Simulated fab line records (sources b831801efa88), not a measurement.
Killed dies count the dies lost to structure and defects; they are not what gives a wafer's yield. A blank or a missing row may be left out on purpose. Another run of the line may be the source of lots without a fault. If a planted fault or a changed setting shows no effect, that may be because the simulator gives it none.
Which tool did it? + flow gf180mcu + 45 wafers from 15 lots sampled at 5 of the route's 602 steps

== WHAT THE GAUGES SHOWED, per wafer ==
GF_PSD_TW_MEAS_11.
| lot  | measured     | on            | PSD_TW         |
|------|--------------|---------------|----------------|
| L792 | day 14 15:10 | film-metro-04 | 3224 3206 3237 |
| L794 | day 15 12:43 | film-metro-01 | 3164 3175 3172 |
| L796 | day 16 05:14 | film-metro-03 | 3131 3133 3129 |
| L798 | day 16 12:58 | film-metro-01 | 3187 3171 3184 |
| L799 | day 17 03:59 | film-metro-01 | 3176 3166 3188 |
| L800 | day 17 10:29 | film-metro-01 | 3175 3178 3180 |
| L801 | day 17 19:32 | film-metro-04 | 3223 3221 3222 |
| L803 | day 19 06:15 | film-metro-01 | 30 30 30       |
| L806 | day 19 13:19 | film-metro-03 | 29 30 29       |
| L807 | day 20 01:01 | film-metro-01 | 30 30 30       |
| L810 | day 20 20:17 | film-metro-01 | 3173 3171 3177 |
| L811 | day 21 10:44 | film-metro-01 | 3186 3169 3198 |
| L812 | day 21 14:41 | film-metro-03 | 3136 3144 3137 |
| L813 | day 21 17:21 | film-metro-04 | 3222 3217 3222 |
| L814 | day 22 05:10 | film-metro-03 | 3126 3121 3120 |

GF_SAB_OVL_MEAS_10.
| lot  | measured     | on         | SAB_OVL (nm)   |
|------|--------------|------------|----------------|
| L792 | day 15 12:47 | overlay-02 | -0.3 0.4 -0.1  |
| L794 | day 16 11:01 | overlay-01 | -0.6 -0.1 -0.9 |
| L796 | day 17 03:55 | overlay-01 | -2.9 -0.8 -1.6 |
| L798 | day 17 11:45 | overlay-01 | -1.8 0.0 -0.5  |
| L799 | day 18 03:27 | overlay-02 | 0.8 2.2 1.5    |
| L800 | day 18 09:55 | overlay-02 | 0.3 -1.4 -1.2  |
| L801 | day 18 19:58 | overlay-01 | -0.3 1.4 2.5   |
| L803 | day 20 07:19 | overlay-01 | -0.9 -1.5 0.4  |
| L806 | day 20 14:01 | overlay-01 | -1.5 1.0 -0.9  |
| L807 | day 21 01:28 | overlay-01 | -3.9 -2.9 -1.9 |
| L810 | day 21 20:28 | overlay-01 | -1.9 -1.4 -0.1 |
| L811 | day 22 11:01 | overlay-01 | -3.3 -3.3 -2.6 |
| L812 | day 22 14:37 | overlay-01 | -0.5 0.3 -0.8  |
| L813 | day 22 16:51 | overlay-01 | 1.5 -0.4 -2.5  |
| L814 | day 23 04:43 | overlay-02 | -1.8 0.4 -1.4  |

== WHAT TOOL EACH LOT RAN ON (gives the tool, then ch and the chambers of the sampled wafers, and finally the start) ==
| lot  | GF_VT_IMPLANT_STRIP_20               | GF_NSD_STRIP_11                      | GF_PSD_STRIP_10                      |
|------|--------------------------------------|--------------------------------------|--------------------------------------|
| L792 | plasma-asher-01 ch 0,1, day 6 14:33  | plasma-asher-03 ch 0,1, day 13 18:06 | plasma-asher-03 ch 0,1, day 14 15:05 |
| L794 | plasma-asher-01 ch 0,1, day 7 05:11  | plasma-asher-01 ch 0,1, day 14 15:25 | plasma-asher-02 ch 0,1, day 15 12:38 |
| L796 | plasma-asher-03 ch 0,1, day 7 16:16  | plasma-asher-04 ch 0,1, day 15 06:59 | plasma-asher-02 ch 0,1, day 16 05:08 |
| L798 | plasma-asher-04 ch 1, day 8 00:11    | plasma-asher-04 ch 0,1, day 15 14:43 | plasma-asher-02 ch 0,1, day 16 12:52 |
| L799 | plasma-asher-01 ch 0,1, day 8 08:02  | plasma-asher-03 ch 0,1, day 16 05:17 | plasma-asher-03 ch 0,1, day 17 03:53 |
| L800 | plasma-asher-04 ch 0,1, day 8 15:50  | plasma-asher-01 ch 0,1, day 16 11:01 | plasma-asher-03 ch 0,1, day 17 10:23 |
| L801 | plasma-asher-03 ch 0,1, day 8 19:43  | plasma-asher-04 ch 0,1, day 16 19:53 | plasma-asher-03 ch 0,1, day 17 19:26 |
| L803 | plasma-asher-01 ch 0,1, day 9 15:22  | plasma-asher-03 ch 0,1, day 18 06:07 | plasma-asher-03 ch 0,1, day 19 06:09 |
| L806 | plasma-asher-04 ch 0,1, day 10 04:04 | plasma-asher-01 ch 0,1, day 18 12:46 | plasma-asher-02 ch 0,1, day 19 13:13 |
| L807 | plasma-asher-03 ch 1, day 10 11:50   | plasma-asher-04 ch 0,1, day 19 00:20 | plasma-asher-02 ch 0,1, day 20 00:55 |
| L810 | plasma-asher-01 ch 0,1, day 11 04:20 | plasma-asher-01 ch 0, day 19 19:37   | plasma-asher-02 ch 1, day 20 20:11   |
| L811 | plasma-asher-01 ch 0,1, day 11 11:17 | plasma-asher-03 ch 0,1, day 20 10:59 | plasma-asher-02 ch 0,1, day 21 10:38 |
| L812 | plasma-asher-03 ch 0,1, day 11 19:19 | plasma-asher-04 ch 0,1, day 20 14:41 | plasma-asher-04 ch 0,1, day 21 14:35 |
| L813 | plasma-asher-04 ch 0,1, day 11 23:01 | plasma-asher-03 ch 0,1, day 20 17:32 | plasma-asher-02 ch 0,1, day 21 17:14 |
| L814 | plasma-asher-04 ch 0,1, day 12 10:20 | plasma-asher-03 ch 0,1, day 21 05:40 | plasma-asher-02 ch 0,1, day 22 05:04 |
- GF_VT_IMPLANT_STRIP_20: strips in O2/N2.
- GF_NSD_STRIP_11: strips in O2/N2.
- GF_PSD_STRIP_10: strips in O2/N2.

== AS READ BY THE TOOLS THEMSELVES (means over the sampled wafers that have a number; for cases with no such wafer, the mark the record gives instead) ==
GF_VT_IMPLANT_STRIP_20.
| lot  | tool            | chamber-pressure-mTorr (mTorr) | drypump-motor-current-A (A) | heater-power-w (W) | oes-product-au (a.u.) | strip-time-to-endpoint-s (s) |
|------|-----------------|--------------------------------|-----------------------------|--------------------|-----------------------|------------------------------|
| L792 | plasma-asher-01 | 1499.2                         | 5.7                         | 338                | 0.716                 | 12.59                        |
| L794 | plasma-asher-01 | 1500.5                         | 5.7                         | 362                | 0.719                 | 12.67                        |
| L796 | plasma-asher-03 | 1500.0                         | 6.1                         | 360                | 0.715                 | 12.66                        |
| L798 | plasma-asher-04 | 1500.1                         | 5.8                         | 360                | 0.719                 | 12.61                        |
| L799 | plasma-asher-01 | 1499.9                         | 5.7                         | 335                | 0.722                 | 12.61                        |
| L800 | plasma-asher-04 | 1497.3                         | 5.2                         | 358                | 0.718                 | 12.62                        |
| L801 | plasma-asher-03 | 1498.1                         | 6.0                         | 386                | 0.720                 | 12.61                        |
| L803 | plasma-asher-01 | 1500.3                         | 5.7                         | 358                | 0.717                 | 12.65                        |
| L806 | plasma-asher-04 | 1500.7                         | 5.5                         | 357                | 0.714                 | 12.62                        |
| L807 | plasma-asher-03 | 1499.9                         | 5.9                         | 410                | 0.717                 | 12.63                        |
| L810 | plasma-asher-01 | 1499.3                         | 5.7                         | 337                | 0.718                 | 12.62                        |
| L811 | plasma-asher-01 | 1500.9                         | 5.7                         | 339                | 0.715                 | 12.61                        |
| L812 | plasma-asher-03 | 1501.3                         | 6.0                         | 387                | 0.714                 | 12.62                        |
| L813 | plasma-asher-04 | 1501.8                         | 5.2                         | 354                | 0.713                 | 12.65                        |
| L814 | plasma-asher-04 | 1500.6                         | 5.2                         | 349                | 0.719                 | 12.64                        |

GF_NSD_STRIP_11.
| lot  | tool            | chamber-pressure-mTorr (mTorr) | drypump-motor-current-A (A) | heater-power-w (W) | oes-product-au (a.u.) | strip-time-to-endpoint-s (s) |
|------|-----------------|--------------------------------|-----------------------------|--------------------|-----------------------|------------------------------|
| L792 | plasma-asher-03 | 1498.0                         | 6.0                         | 392                | 0.488                 | 22.98                        |
| L794 | plasma-asher-01 | 1501.3                         | 5.7                         | 362                | 0.481                 | 22.90                        |
| L796 | plasma-asher-04 | 1499.2                         | 5.2                         | 356                | 0.485                 | 22.90                        |
| L798 | plasma-asher-04 | 1499.8                         | 5.5                         | 356                | 0.485                 | 22.96                        |
| L799 | plasma-asher-03 | 1499.9                         | 6.1                         | 361                | 0.489                 | 22.90                        |
| L800 | plasma-asher-01 | 1499.8                         | 5.7                         | 338                | 0.488                 | 22.93                        |
| L801 | plasma-asher-04 | 1499.8                         | 5.5                         | 362                | 0.486                 | 22.95                        |
| L803 | plasma-asher-03 | -                              | -                           | -                  | -                     | -                            |
| L806 | plasma-asher-01 | -                              | -                           | -                  | -                     | -                            |
| L807 | plasma-asher-04 | -                              | -                           | -                  | -                     | -                            |
| L810 | plasma-asher-01 | 1498.7                         | 5.8                         | 309                | 0.482                 | 23.00                        |
| L811 | plasma-asher-03 | 1498.2                         | 6.1                         | 388                | 0.487                 | 22.93                        |
| L812 | plasma-asher-04 | 1499.5                         | 5.5                         | 368                | 0.488                 | 22.93                        |
| L813 | plasma-asher-03 | 1500.2                         | 6.0                         | 390                | 0.490                 | 23.01                        |
| L814 | plasma-asher-03 | 1500.2                         | 6.0                         | 385                | 0.482                 | 22.98                        |

GF_PSD_STRIP_10.
| lot  | tool            | chamber-pressure-mTorr (mTorr) | drypump-motor-current-A (A) | heater-power-w (W) | oes-product-au (a.u.) | strip-time-to-endpoint-s (s) |
|------|-----------------|--------------------------------|-----------------------------|--------------------|-----------------------|------------------------------|
| L792 | plasma-asher-03 | 1500.7                         | 6.0                         | 384                | 0.594                 | 16.52                        |
| L794 | plasma-asher-02 | 1499.0                         | 5.8                         | 354                | 0.594                 | 16.48                        |
| L796 | plasma-asher-02 | 1500.0                         | 5.8                         | 353                | 0.595                 | 16.52                        |
| L798 | plasma-asher-02 | 1500.6                         | 5.9                         | 353                | 0.593                 | 16.55                        |
| L799 | plasma-asher-03 | 1500.3                         | 6.0                         | 382                | 0.588                 | 16.51                        |
| L800 | plasma-asher-03 | 1499.7                         | 6.0                         | 386                | 0.592                 | 16.51                        |
| L801 | plasma-asher-03 | 1499.1                         | 6.1                         | 366                | 0.590                 | 16.55                        |
| L803 | plasma-asher-03 | 1500.8                         | 6.1                         | 361                | 0.655                 | 31.49                        |
| L806 | plasma-asher-02 | 1501.1                         | 5.7                         | 340                | 0.659                 | 31.39                        |
| L807 | plasma-asher-02 | 1499.6                         | 5.7                         | 344                | 0.653                 | 31.52                        |
| L810 | plasma-asher-02 | 1500.7                         | 5.6                         | 329                | 0.590                 | 16.53                        |
| L811 | plasma-asher-02 | 1499.5                         | 5.8                         | 352                | 0.588                 | 16.48                        |
| L812 | plasma-asher-04 | 1499.8                         | 5.5                         | 373                | 0.592                 | 16.51                        |
| L813 | plasma-asher-02 | 1501.1                         | 5.9                         | 354                | 0.588                 | 16.49                        |
| L814 | plasma-asher-02 | 1500.3                         | 5.8                         | 347                | 0.592                 | 16.48                        |

== THE ANSWER, worked out from the rows above alone ==
Rule: usual is defined by the lots themselves. The widest of any qualifying gaps counts: lots, ordered by their means at a reading, are off when they make up no more than a third of the lots, leave a main group of 4 or more, and stand apart from it by 3 or more times the standard deviation of that group's means. A main group whose means are all the same, to the digits that the tables above print for the reading, isn't used. A lot without any number at a reading at which 4 lots or more have one is off too. All remaining lots with rows at the step are treated as sound. After the gauges, taken in route order, come the tools' own readings; for these a lot's mean is taken, as printed above. At the first step where some lot is off, the reading lying furthest off is the one used; lots without a number count as furthest.
Off: at GF_PSD_TW_MEAS_11 (PSD_TW), L803, L806, L807. The main group has a mean of 3177 with a standard deviation of 32.
If a tool, at a process step before that reading, ran all the lots that are off and no sound lot after the first of them, it fits. The gauges at GF_PSD_TW_MEAS_11 aren't tried: what is off there is off at GF_NSD_STRIP_11 too, on other tools, and a gauge's error can't cause that. Of those tried, none fits.

== WHAT WAS PUT IN BY THE SIMULATOR ==
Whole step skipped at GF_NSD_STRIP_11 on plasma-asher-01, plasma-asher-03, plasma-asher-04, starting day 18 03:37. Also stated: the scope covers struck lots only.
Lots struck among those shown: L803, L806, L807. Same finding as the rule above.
